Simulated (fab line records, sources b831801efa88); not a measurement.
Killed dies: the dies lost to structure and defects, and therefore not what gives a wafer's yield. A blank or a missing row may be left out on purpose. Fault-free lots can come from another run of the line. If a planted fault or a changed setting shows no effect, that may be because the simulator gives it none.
fab line records -- flow sky130
record: lots: 12, wafers: 36, last_day: 50
route steps=708 shown VT_ADJUST_HVTP@94 VT_ADJUST_PCH@152 GATE_OXIDE@197 LDD_P@263
lots that met no fault: from a run of the same line without faults
start_h: hours from the record's first day to the start of the lot's first wafer shown -- wait_h: hours from the lot's prior step to this one -- " same as the row above -- L1.1+2: several wafers, shown together as one row -- - either no value or no given start -- * or withheld: withheld -- < > ~ a bound
route shown NAME@n: names a module that has steps shown in the file, with the first one's number in the route -- usual: average and standard deviation across the fault-free wafers -- same: alike in all rows -- chamber/n: place in a boat -- sites: readings site by site -- _std_site: their standard deviation -- _edge_site: outer sites' mean less inner sites' -- radius_mm: for every site, how far away it sits from the centre of the wafer -- mask NAME#n: copy n -- behind: the last tool/chamber to shape the wafer -- hold: the reason the lot was held/the length of the hold in hours/how it ended -- device: names the non-switching transistor (n, p or np) -- end of line: tests of these same wafers at the route's end -- step lacking rows: just its recipe -- killed: dies that structure and defects cost at the first sort, which is not the same as the wafer's yield -- map: per-die view of a wafer (x killed, . not killed, _ where there is no die)
set.NAME: the run value of the setting; set.NAME@STEP: its run value at that earlier step -- model.NAME: the simulator's own value behind a step, which no gauge read
steps of the route over a sample of lots; a table a step, a row a wafer
services: when a tool's chamber went out of use (start_h, in hours from the record's first day, below 0 if earlier), for how many hours, and the reason
== steps ==
step: SKY_VT_ADJUST_HVTP_IMPLANT_09
recipe: species: As, energy_kev: 150, dose_cm2: 4.3e+12, tilt_deg: withheld
usual: dose_ions_cm2: 4.299e+12/5.2e+09, faraday_current_uA: 24.3/0.5
lot.wafer,tool,chamber,start_h,wait_h,dose_ions_cm2,faraday_current_uA
L508.1,implanter-04,0,120.95,0.0,4.291e+12,24.2
L508.4,implanter-04,0,120.95,0.0,4.299e+12,24.6
L508.6,implanter-04,0,120.95,0.0,4.294e+12,24.4
L509.3,implanter-01,0,124.26,0.1,4.299e+12,23.6
L509.4,implanter-01,0,124.26,0.1,4.298e+12,23.9
L509.5,implanter-01,0,124.26,0.1,4.298e+12,24.2
L510.4,implanter-01,0,129.43,0.1,4.3e+12,24.6
L510.5,implanter-01,0,129.43,0.1,4.299e+12,23.5
L510.6,implanter-01,0,129.43,0.1,4.3e+12,23.9
L514.1,implanter-01,0,156.91,0.0,5.031e+12,27.4
L514.2,implanter-01,0,156.91,0.0,5.02e+12,29.8
L514.4,implanter-01,0,156.91,0.0,5.026e+12,26.6
L515.1,implanter-04,0,157.20,0.0,4.301e+12,24.9
L515.2,implanter-04,0,157.20,0.0,4.3e+12,24.2
L515.6,implanter-04,0,157.20,0.0,4.299e+12,24.0
L519.2,implanter-01,0,184.63,0.0,5.026e+12,29.1
L519.3,implanter-01,0,184.63,0.0,5.017e+12,27.8
L519.4,implanter-01,0,184.63,0.0,5.019e+12,28.5
L524.1,implanter-02,0,232.30,0.0,4.299e+12,24.2
L524.4,implanter-02,0,232.30,0.0,4.306e+12,25.0
L524.5,implanter-02,0,232.30,0.0,4.301e+12,24.4
L526.1,implanter-04,0,242.16,0.0,4.294e+12,24.2
L526.2,implanter-04,0,242.16,0.0,4.295e+12,24.5
L526.3,implanter-04,0,242.16,0.0,4.298e+12,23.8
L527.1,implanter-04,0,246.55,0.0,4.296e+12,24.5
L527.3,implanter-04,0,246.55,0.0,4.299e+12,24.4
L527.6,implanter-04,0,246.55,0.0,4.296e+12,24.0
L528.2,implanter-01,0,248.97,0.0,4.301e+12,23.3
L528.4,implanter-01,0,248.97,0.0,4.306e+12,24.2
L528.6,implanter-01,0,248.97,0.0,4.295e+12,24.9
L530.1,implanter-01,0,263.86,0.0,4.295e+12,23.5
L530.5,implanter-01,0,263.86,0.0,4.303e+12,24.2
L530.6,implanter-01,0,263.86,0.0,4.287e+12,23.8
L531.4,implanter-02,0,268.97,0.1,4.303e+12,25.4
L531.5,implanter-02,0,268.97,0.1,4.297e+12,23.7
L531.6,implanter-02,0,268.97,0.1,4.309e+12,23.8
step: SKY_VT_ADJUST_HVTP_TW_MEAS_11
usual: VT_ADJUST_HVTP_TW: 1362/22
lot.wafer,tool,chamber,start_h,wait_h,VT_ADJUST_HVTP_TW
L508.1,film_metro-01,-,121.20,0.1,1356
L508.4,film_metro-01,-,121.20,0.1,1349
L508.6,film_metro-01,-,121.20,0.1,1352
L509.3,film_metro-03,-,124.48,0.1,1343
L509.4,film_metro-03,-,124.48,0.1,1339
L509.5,film_metro-03,-,124.48,0.1,1339
L510.4,film_metro-03,-,129.64,0.1,1343
L510.5,film_metro-03,-,129.64,0.1,1343
L510.6,film_metro-03,-,129.64,0.1,1342
L514.1,film_metro-04,-,157.16,0.1,1471
L514.2,film_metro-04,-,157.16,0.1,1473
L514.4,film_metro-04,-,157.16,0.1,1475
L515.1,film_metro-04,-,157.45,0.1,1394
L515.2,film_metro-04,-,157.45,0.1,1395
L515.6,film_metro-04,-,157.45,0.1,1398
L519.2,film_metro-04,-,184.87,0.1,1456
L519.3,film_metro-04,-,184.87,0.1,1458
L519.4,film_metro-04,-,184.87,0.1,1469
L524.1,film_metro-03,-,232.55,0.1,1343
L524.4,film_metro-03,-,232.55,0.1,1335
L524.5,film_metro-03,-,232.55,0.1,1338
L526.1,film_metro-01,-,242.41,0.1,1358
L526.2,film_metro-01,-,242.41,0.1,1352
L526.3,film_metro-01,-,242.41,0.1,1355
L527.1,film_metro-01,-,246.80,0.1,1360
L527.3,film_metro-01,-,246.80,0.1,1362
L527.6,film_metro-01,-,246.80,0.1,1361
L528.2,film_metro-03,-,249.21,0.1,1337
L528.4,film_metro-03,-,249.21,0.1,1350
L528.6,film_metro-03,-,249.21,0.1,1349
L530.1,film_metro-04,-,264.11,0.1,1388
L530.5,film_metro-04,-,264.11,0.1,1390
L530.6,film_metro-04,-,264.11,0.1,1385
L531.4,film_metro-04,-,269.18,0.1,1389
L531.5,film_metro-04,-,269.18,0.1,1384
L531.6,film_metro-04,-,269.18,0.1,1377
step: SKY_VT_ADJUST_PCH_STRIP_09
recipe: chemistry: O2/N2, power_w: 1400, pressure_mtorr: 1500, platen_temp_c: withheld, o2_flow_sccm: 3000, n2_flow_sccm: 300, overash_fraction: 0.5
usual: drypump_motor_current_A: 6.17/0.24, o2_flow_sccm: 3000/9.7, oes_product_au: 0.722/0.0044, strip_time_to_endpoint_s: 36.97/0.11
lot.wafer,tool,chamber,start_h,wait_h,drypump_motor_current_A,o2_flow_sccm,oes_product_au,rf_hours_counter_h,strip_time_to_endpoint_s
L508.1,plasma_asher-01,0,221.28,0.1,6.26,3001,0.727,10,36.87
L508.4,plasma_asher-01,0,221.28,0.1,6.25,3003,0.720,-,37.02
L508.6,plasma_asher-01,0,221.28,0.1,6.25,2992,0.730,-,36.89
L509.3,plasma_asher-02,0,227.56,0.1,5.86,2995,0.728,-,36.97
L509.4,plasma_asher-02,1,227.56,0.1,6.17,3001,0.721,-,36.98
L509.5,plasma_asher-02,1,227.56,0.1,6.17,2993,0.725,-,37.01
L510.4,plasma_asher-03,1,229.66,0.1,6.37,3006,0.731,-,36.97
L510.5,plasma_asher-03,0,229.66,0.1,5.65,3002,0.723,-,36.81
L510.6,plasma_asher-03,1,229.66,0.1,6.35,2999,0.711,-,36.83
L514.1,plasma_asher-01,1,266.98,0.1,6.39,3017,0.717,15,37.05
L514.2,plasma_asher-01,0,266.98,0.1,6.27,2993,0.722,15,37.02
L514.4,plasma_asher-01,1,266.98,0.1,6.41,3004,0.719,-,36.95
L515.1,plasma_asher-02,0,267.33,0.1,5.84,2984,0.723,42,37.17
L515.2,plasma_asher-02,1,267.33,0.1,6.17,3005,0.724,42,36.97
L515.6,plasma_asher-02,1,267.33,0.1,6.16,2986,0.721,-,37.02
L519.2,plasma_asher-01,1,301.04,0.1,6.36,3008,0.725,19,36.93
L519.3,plasma_asher-01,1,301.04,0.1,6.37,2998,0.719,-,36.88
L519.4,plasma_asher-01,0,301.04,0.1,6.29,2989,0.723,-,36.86
L524.1,plasma_asher-01,1,358.69,0.1,6.42,3003,0.720,26,36.87
L524.4,plasma_asher-01,1,358.69,0.1,6.39,2999,0.721,-,36.99
L524.5,plasma_asher-01,0,358.69,0.1,6.28,2982,0.719,-,36.91
L526.1,plasma_asher-02,0,371.84,0.1,5.85,2990,0.731,54,36.96
L526.2,plasma_asher-02,1,371.84,0.1,6.17,3012,0.725,54,36.88
L526.3,plasma_asher-02,1,371.84,0.1,6.17,3014,0.720,-,37.00
L527.1,plasma_asher-01,1,376.79,0.1,6.39,3007,0.715,28,36.95
L527.3,plasma_asher-01,0,376.79,0.1,6.30,2992,0.719,-,37.06
L527.6,plasma_asher-01,0,376.79,0.1,6.28,2991,0.720,-,37.04
L528.2,plasma_asher-01,0,379.38,0.1,6.28,3001,0.720,28,37.06
L528.4,plasma_asher-01,1,379.38,0.1,6.38,2989,0.713,-,36.97
L528.6,plasma_asher-01,0,379.38,0.1,6.29,3014,0.725,-,37.18
L530.1,plasma_asher-01,0,396.58,0.1,6.26,2983,0.726,31,36.95
L530.5,plasma_asher-01,0,396.58,0.1,6.27,2998,0.724,-,37.02
L530.6,plasma_asher-01,1,396.58,0.1,6.39,2989,0.713,-,36.98
L531.4,plasma_asher-02,0,404.71,0.1,5.86,3001,0.720,-,36.95
L531.5,plasma_asher-02,1,404.71,0.1,6.17,2997,0.718,-,37.03
L531.6,plasma_asher-02,0,404.71,0.1,5.86,3003,0.728,-,36.99
step: SKY_GATE_OXIDE_OVL_MEAS_10
usual: GATE_OXIDE_OVL: 0.3/1.3
lot.wafer,tool,chamber,start_h,wait_h,GATE_OXIDE_OVL[nm]
L508.1,overlay-01,-,299.59,0.1,1.4
L508.4,overlay-01,-,299.59,0.1,1.2
L508.6,overlay-01,-,299.59,0.1,0.8
L509.3,overlay-01,-,307.90,0.1,0.9
L509.4,overlay-01,-,307.90,0.1,-0.6
L509.5,overlay-01,-,307.90,0.1,-0.6
L510.4,overlay-02,-,309.47,0.1,-0.1
L510.5,overlay-02,-,309.47,0.1,0.4
L510.6,overlay-02,-,309.47,0.1,-1.3
L514.1,overlay-02,-,352.19,0.1,-1.8
L514.2,overlay-02,-,352.19,0.1,2.0
L514.4,overlay-02,-,352.19,0.1,0.6
L515.1,overlay-02,-,352.95,0.1,-2.1
L515.2,overlay-02,-,352.95,0.1,-0.1
L515.6,overlay-02,-,352.95,0.1,0.5
L519.2,overlay-01,-,395.45,0.1,1.3
L519.3,overlay-01,-,395.45,0.1,-0.5
L519.4,overlay-01,-,395.45,0.1,-0.8
L524.1,overlay-01,-,454.15,0.1,-0.1
L524.4,overlay-01,-,454.15,0.1,2.6
L524.5,overlay-01,-,454.15,0.1,0.4
L526.1,overlay-01,-,471.10,0.1,-1.1
L526.2,overlay-01,-,471.10,0.1,1.4
L526.3,overlay-01,-,471.10,0.1,0.1
L527.1,overlay-01,-,474.84,0.1,1.4
L527.3,overlay-01,-,474.84,0.1,0.8
L527.6,overlay-01,-,474.84,0.1,0.9
L528.2,overlay-02,-,479.74,0.1,1.0
L528.4,overlay-02,-,479.74,0.1,-0.4
L528.6,overlay-02,-,479.74,0.1,3.0
L530.1,overlay-01,-,499.19,0.1,0.1
L530.5,overlay-01,-,499.19,0.1,2.0
L530.6,overlay-01,-,499.19,0.1,2.6
L531.4,overlay-02,-,505.91,0.1,0.2
L531.5,overlay-02,-,505.91,0.1,1.0
L531.6,overlay-02,-,505.91,0.1,0.7
step: SKY_LDD_P_OVL_MEAS_08
usual: LDD_P_OVL: -0.6/1.4
lot.wafer,tool,chamber,start_h,wait_h,LDD_P_OVL[nm]
L508.1,overlay-01,-,429.62,0.1,0.9
L508.4,overlay-01,-,429.62,0.1,0.0
L508.6,overlay-01,-,429.62,0.1,-0.3
L509.3,overlay-01,-,430.42,0.1,-2.0
L509.4,overlay-01,-,430.42,0.1,0.1
L509.5,overlay-01,-,430.42,0.1,-1.4
L510.4,overlay-01,-,431.08,0.1,0.6
L510.5,overlay-01,-,431.08,0.1,1.0
L510.6,overlay-01,-,431.08,0.1,0.9
L515.1,overlay-01,-,479.37,0.1,-0.2
L515.2,overlay-01,-,479.37,0.1,-0.1
L515.6,overlay-01,-,479.37,0.1,-2.4
L514.1,overlay-01,-,482.17,0.1,-0.3
L514.2,overlay-01,-,482.17,0.1,-1.2
L514.4,overlay-01,-,482.17,0.1,-1.6
L519.2,overlay-01,-,532.96,0.1,-1.8
L519.3,overlay-01,-,532.96,0.1,-2.1
L519.4,overlay-01,-,532.96,0.1,-2.1
L524.1,overlay-01,-,585.17,0.1,-0.8
L524.4,overlay-01,-,585.17,0.1,-0.9
L524.5,overlay-01,-,585.17,0.1,0.3
L526.1,overlay-02,-,603.42,0.1,-1.6
L526.2,overlay-02,-,603.42,0.1,-0.9
L526.3,overlay-02,-,603.42,0.1,0.1
L527.1,overlay-01,-,604.70,0.1,-1.9
L527.3,overlay-01,-,604.70,0.1,-2.8
L527.6,overlay-01,-,604.70,0.1,-3.4
L528.2,overlay-01,-,611.01,0.1,-2.0
L528.4,overlay-01,-,611.01,0.1,-2.9
L528.6,overlay-01,-,611.01,0.1,0.7
L530.1,overlay-01,-,626.82,0.1,2.6
L530.5,overlay-01,-,626.82,0.1,1.4
L530.6,overlay-01,-,626.82,0.1,2.0
L531.4,overlay-01,-,634.38,0.1,-1.5
L531.5,overlay-01,-,634.38,0.1,1.5
L531.6,overlay-01,-,634.38,0.1,0.1
== services ==
tool,chamber,start_h,hours,kind
plasma_asher-01,-,105.80,2.4,repair
plasma_asher-01,-,108.75,9.0,pm
plasma_asher-01,0,108.75,9.0,vent_cycle
plasma_asher-01,1,108.75,9.0,vent_cycle
plasma_asher-02,-,116.00,1.9,repair
plasma_asher-01,0,117.75,-,clean
plasma_asher-01,1,117.75,-,clean
plasma_asher-01,-,129.77,3.5,repair
plasma_asher-02,-,164.29,3.3,repair
implanter-04,-,230.71,1.2,repair
implanter-02,-,247.87,2.1,repair
plasma_asher-02,-,271.41,2.8,pm
plasma_asher-03,-,274.26,3.3,repair
implanter-01,-,275.89,1.6,repair
implanter-02,-,287.30,4.7,repair
plasma_asher-03,-,321.76,4.3,pm
plasma_asher-03,-,344.81,0.4,repair
implanter-04,-,373.78,18.8,pm
plasma_asher-03,-,379.85,14.3,repair
== key ==
first_sign: step: SKY_VT_ADJUST_HVTP_IMPLANT_09, reading: dose_ions_cm2, direction: up, sigmas: 99+, usual: *, struck: *
effect: step: SKY_VT_ADJUST_HVTP_IMPLANT_09, reading: faraday_current_uA, direction: up, sigmas: 7.8, usual: 24.3, struck: 28.2
effect: step: SKY_VT_ADJUST_HVTP_TW_MEAS_11, reading: VT_ADJUST_HVTP_TW, direction: up, sigmas: 4.9, usual: 1362, struck: 1467
met_at SKY_VT_ADJUST_HVTP_IMPLANT_09
struck_lots L514,L519
tester_left_out L514,L519
not_acting_at SKY_VT_ADJUST_PCH_STRIP_09,SKY_GATE_OXIDE_OVL_MEAS_10,SKY_LDD_P_OVL_MEAS_08
onset_between 129.43 156.91
fault: kind: process_parameter_drift, tool: implanter-01, chamber: -, onset_h: 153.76, steps: SKY_VT_ADJUST_HVTP_IMPLANT_09, channel: dose_cm2, offset: *, shape: step, end_h: 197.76, acts_in: *, stated: *
tester_left_out: of these lots the tester's yield and bins aren't shown, on N5 and GAA mostly nor the transistor test; their killed dies are dies lost to structure and defects alone, not to doping, threshold or leakage, so they don't give the yield
